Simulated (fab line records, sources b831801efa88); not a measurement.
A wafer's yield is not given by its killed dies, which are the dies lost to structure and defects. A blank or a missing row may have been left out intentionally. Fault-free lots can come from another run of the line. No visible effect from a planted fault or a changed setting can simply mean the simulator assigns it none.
A struck lot beside a sound one || flow sky130 || 43 steps out of a route of 708
Sound: the wafers L822.2, L822.4, L822.6. Wafers struck: L838.1, L838.3, L838.5. The cause is named last.
Order at every step that has rows: each side's tool, ch and its chambers, its first start. Under that, the readings that differ: sound wafers || struck wafers || difference of the means || sigmas: that difference in standard deviations of wafers without a fault.
alike: readings whose means differ by less than 2 such deviations, and words and numbers that are the same on both sides. not compared: withheld readings, readings that some wafer has no value for, bounds like >300 that may hide the same value, and numbers for which the record gives no deviation and whose values overlap.
Wherever a step has rows on one side only, a row that says differs or no value, or a row with sigmas, the two part there. Numbers that don't overlap but have no deviation are shown without sigmas and don't part them. A reading that every wafer of one side lacks parts them only if that side has two wafers or more.

first, 1 step without rows for these wafers: SKY_VT_ADJUST_PCH_IMPLANT_08.
SKY_VT_ADJUST_PCH_STRIP_09: strips in O2/N2.
  sound on plasma asher-01 ch 0,1, day 10 10:42; struck on plasma asher-04 ch 0,1, day 15 13:16
  alike: drypump motor current A, o2 flow sccm, oes product au, strip time to endpoint s
  not compared: rf hours counter h
SKY_VT_ADJUST_PCH_TW_MEAS_10:
  sound on film metro-02 at day 10 10:49; struck on film metro-01 at day 15 13:22
  alike: VT_ADJUST_PCH_TW
then, 7 steps without rows for these wafers: SKY_SONOS_TUNNEL_DEHYDRATE_00 (time 60 s); SKY_SONOS_TUNNEL_HMDS_01 (prime time 60 s); SKY_SONOS_TUNNEL_COAT_02 (resist thk 1140 nm); SKY_SONOS_TUNNEL_SOFTBAKE_03 (time 60 s); SKY_SONOS_TUNNEL_EXPOSE_04 (exposes mask TUNM, target cd 410 nm); SKY_SONOS_TUNNEL_PEB_05; SKY_SONOS_TUNNEL_DEVELOP_06 (develop time 60 s).
SKY_SONOS_TUNNEL_CD_MEAS_07 targets a cd of 410 nm.
  sound on cd sem-01 at day 11 10:01; struck on cd sem-01 at day 16 17:32
  alike: cd nm
SKY_SONOS_TUNNEL_OVL_MEAS_08:
  sound on overlay-02 at day 11 10:07; struck on overlay-01 at day 16 17:40
  alike: SONOS_TUNNEL_OVL
SKY_SONOS_TUNNEL_IMPLANT_09:
  sound on implanter-03 ch 0, day 11 10:10; struck on implanter-03 ch 0, day 16 17:41
  alike: beam energy keV
then, 2 steps without rows for these wafers: SKY_SONOS_TUNNEL_WET_ETCH_10 (etches SiO2 in dHF, target depth 14 nm, time 280 s); SKY_SONOS_TUNNEL_STRIP_11 (strips in SPM, time 600 s).
SKY_SONOS_TUNNEL_TW_MEAS_12:
  sound on film metro-03 at day 11 10:35; struck on film metro-02 at day 16 18:07
{"reading": "SONOS_TUNNEL_TW", "sound": "197.5 197.9 196.9", "struck": "195.7 194.4 194.3", "difference": -2.6, "sigmas": -3}
then, 2 steps without rows for these wafers: SKY_SONOS_TUNNEL_CLEAN_13 (cleans in dHF, time 20 s); SKY_SONOS_ONO_OXIDATION_00 (stabilise 600 s, purge 300 s, target thk 2.6 nm).
SKY_SONOS_ONO_THK_MEAS_01:
  sound on film metro-01 at day 11 12:11; struck on film metro-02 at day 16 19:32
  alike: SONOS_ONO_OXIDATION_THK
then, 1 step without rows for these wafers: SKY_SONOS_ONO_CVD_02 (deposits Si3N4 from DCS/NH3, target thk 10.5 nm, time 180 s).
SKY_SONOS_ONO_THK_MEAS_03:
  sound on film metro-01 at day 11 15:58; struck on film metro-02 at day 16 20:38
{"reading": "SONOS_ONO_CVD_02_THK (nm)", "sound": "10.24 10.17 10.40", "struck": "10.62 10.62 10.74", "difference": "+0.39", "sigmas": "+3"}
then, 1 step without rows for these wafers: SKY_SONOS_ONO_CVD_04 (deposits SiO2 from SiH4/N2O, target thk 5.7199 nm).
SKY_SONOS_ONO_THK_MEAS_05:
  sound on film metro-04 at day 11 17:16; struck on film metro-02 at day 16 21:57
  alike: SONOS_ONO_CVD_04_THK
then, 7 steps without rows for these wafers: SKY_SONOS_ONO_DEHYDRATE_06 (time 60 s); SKY_SONOS_ONO_HMDS_07 (prime time 60 s); SKY_SONOS_ONO_COAT_08 (resist thk 1140 nm); SKY_SONOS_ONO_SOFTBAKE_09 (time 57.51 s); SKY_SONOS_ONO_EXPOSE_10 (exposes mask ONOM, target cd 410 nm); SKY_SONOS_ONO_PEB_11; SKY_SONOS_ONO_DEVELOP_12 (develop time 60 s).
SKY_SONOS_ONO_CD_MEAS_13 targets a cd of 410 nm.
  sound on cd sem-01 at day 12 16:28; struck on cd sem-02 at day 18 02:38
  alike: cd nm
SKY_SONOS_ONO_OVL_MEAS_14:
  sound on overlay-01 at day 12 16:34; struck on overlay-02 at day 18 02:46
  alike: SONOS_ONO_OVL
SKY_SONOS_ONO_ETCH_15: etches the open film in CHF3/O2, target depth 19.52 nm, time 7.8 s.
  sound on rie diel-03 ch 0,1,2, day 12 16:36; struck on rie diel-04 ch 1,2, day 18 02:47
{"reading": "oes product au (a.u.)", "sound": "0.991 0.991 0.992", "struck": "1.015 1.013 1.005", "difference": "+0.020", "sigmas": "+2"}
  alike: drypump motor current A, throttle valve pct
  not compared: rf hours counter h
then, 1 step without rows for these wafers: SKY_SONOS_ONO_WET_ETCH_16 (etches SiO2 in dHF, target depth 14 nm, time 280 s).
SKY_SONOS_ONO_STRIP_17: strips in O2/N2.
  sound on plasma asher-03 ch 0,1, day 12 16:42; struck on plasma asher-04 ch 0,1, day 18 02:59
  alike: drypump motor current A, o2 flow sccm, oes product au, strip time to endpoint s
  not compared: rf hours counter h
then, 3 steps without rows for these wafers: SKY_SONOS_ONO_WET_ETCH_18 (etches Si3N4 in H3PO4, target depth 15 nm, time 172 s); SKY_GATE_OXIDE_CLEAN_00 (cleans in SC1/SC2, time 150 s); SKY_GATE_OXIDE_OXIDATION_01 (stabilise 600 s, purge 300 s, target thk 10.268 nm).
SKY_GATE_OXIDE_THK_MEAS_02:
  sound on film metro-04 at day 12 19:26; struck on film metro-01 at day 18 06:26
  alike: GATE_OXIDE_OXIDATION_00_THK
then, 3 steps without rows for these wafers: SKY_GATE_OXIDE_DEHYDRATE_03 (time 60 s); SKY_GATE_OXIDE_HMDS_04 (prime time 60 s); SKY_GATE_OXIDE_COAT_05 (resist thk 1140 nm).
-- here the record skips 31 days between the struck wafers' starts before and after, leaving off in module GATE_OXIDE and picking up in module PAD_OPEN (first step shown: number 708 of the route) --
SKY_PAD_OPEN_PROBE_99:
  sound on prober-02 at day 45 20:01; struck on prober-02 at day 49 16:49
{"reading": "killed short", "sound": "36 45 52", "struck": "41 28 25", "difference": -13, "sigmas": -2}
  alike: killed_at_M0_to_M3, killed_at_M4_up, killed at contacts, killed at front end, killed at other, killed dies, killed open
  not compared: model.etest.tip sonos.rs ohm sq range

== WHERE THEY PART ==
First at SKY_SONOS_TUNNEL_TW_MEAS_12; last, within this record, at SKY_PAD_OPEN_PROBE_99.

WHY: what the simulator had put in
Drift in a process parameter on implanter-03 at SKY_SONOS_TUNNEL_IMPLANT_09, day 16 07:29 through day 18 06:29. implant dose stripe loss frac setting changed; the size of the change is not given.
